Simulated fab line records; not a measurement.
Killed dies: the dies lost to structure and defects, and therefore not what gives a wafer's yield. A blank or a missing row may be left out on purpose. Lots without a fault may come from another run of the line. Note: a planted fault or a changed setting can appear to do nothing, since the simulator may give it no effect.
One fault through the eyes of 2 desks + flow gf180mcu + each desk holds nothing but its own numbers, with what lay behind them at the end

## THE METROLOGY DESK
What the gauges read, lot by lot, whatever tool the lot ran on: means of the sampled wafers that have a number. A lot is out of limits, marked OUT, if its mean lies more than 4 standard deviations from the usual mean; the brackets give that distance.
Columns: A = V5_CVD_02_THK at GF_V5_THK_MEAS_03, usual 1451 nm; B = cd nm at GF_TOP_METAL_CD_MEAS_14, usual 439.9 nm
| lot  | first seen here | A    | B                |
|------|-----------------|------|------------------|
| L699 | day 26 09:03    | 1444 | 439.5            |
| L700 | day 26 21:26    | 1454 | 440.3            |
| L702 | day 27 15:19    | 1443 | 441.2            |
| L707 | day 29 07:22    | 1453 | 441.4            |
| L708 | day 29 11:48    | 1438 | 443.6            |
| L709 | day 29 19:09    | 1455 | 440.5            |
| L710 | day 30 04:13    | 1439 | 429.0 (-4.2) OUT |
| L711 | day 30 12:41    | 1442 | 439.3            |
| L712 | day 30 14:24    | 1450 | 439.6            |
| L713 | day 30 22:08    | 1433 | 442.9            |
| L721 | day 32 22:26    | 1458 | 437.4            |
This desk's finding: out of limits on L710; first on L710, day 31 18:19 (cd nm at GF_TOP_METAL_CD_MEAS_14). In limits: L699, L700, L702, L707, L708, L709, L711, L712, L713, L721.

## THE TOOL OWNER'S DESK: iline stepper-01
The tool's own readings at GF_TOP_METAL_EXPOSE_11 (exposes mask MetalTop, target cd 440 nm): means of the sampled wafers that have a number, for each lot that ran on this tool. A lot is out of limits, marked OUT, if its mean lies more than 4 standard deviations from the usual mean; the brackets give that distance.
Columns: A = exposure dose mJ cm2 at GF_TOP_METAL_EXPOSE_11, usual 170.02; B = focus offset nm at GF_TOP_METAL_EXPOSE_11, usual -0.1 nm
| lot  | first seen here | A      | B    |
|------|-----------------|--------|------|
| L699 | day 27 18:29    | 169.93 | -0.0 |
| L707 | day 30 14:22    | 170.12 | -0.7 |
| L708 | day 30 18:17    | 170.02 | 0.2  |
| L709 | day 31 00:42    | 170.17 | -0.3 |
| L710 | day 31 09:53    | 170.26 | 0.5  |
Result from this desk: across the 5 lots, nothing is out of limits.

## ALL TOGETHER
An alarm was possible from the metrology desk at day 31 18:19, on L710.
The desk of the tool owner found nothing out of limits.
The tool owner's desk has L710 on record, within its limits.
Every lot named ran GF_TOP_METAL_EXPOSE_11 on iline stepper-01.

## WHAT THE SIMULATOR PUT IN
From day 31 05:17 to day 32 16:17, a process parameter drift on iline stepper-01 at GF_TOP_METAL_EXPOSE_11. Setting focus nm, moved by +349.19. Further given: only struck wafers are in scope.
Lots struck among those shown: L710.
Delay in hours, fault start to first out-of-limits reading, per desk: metrology desk 13.
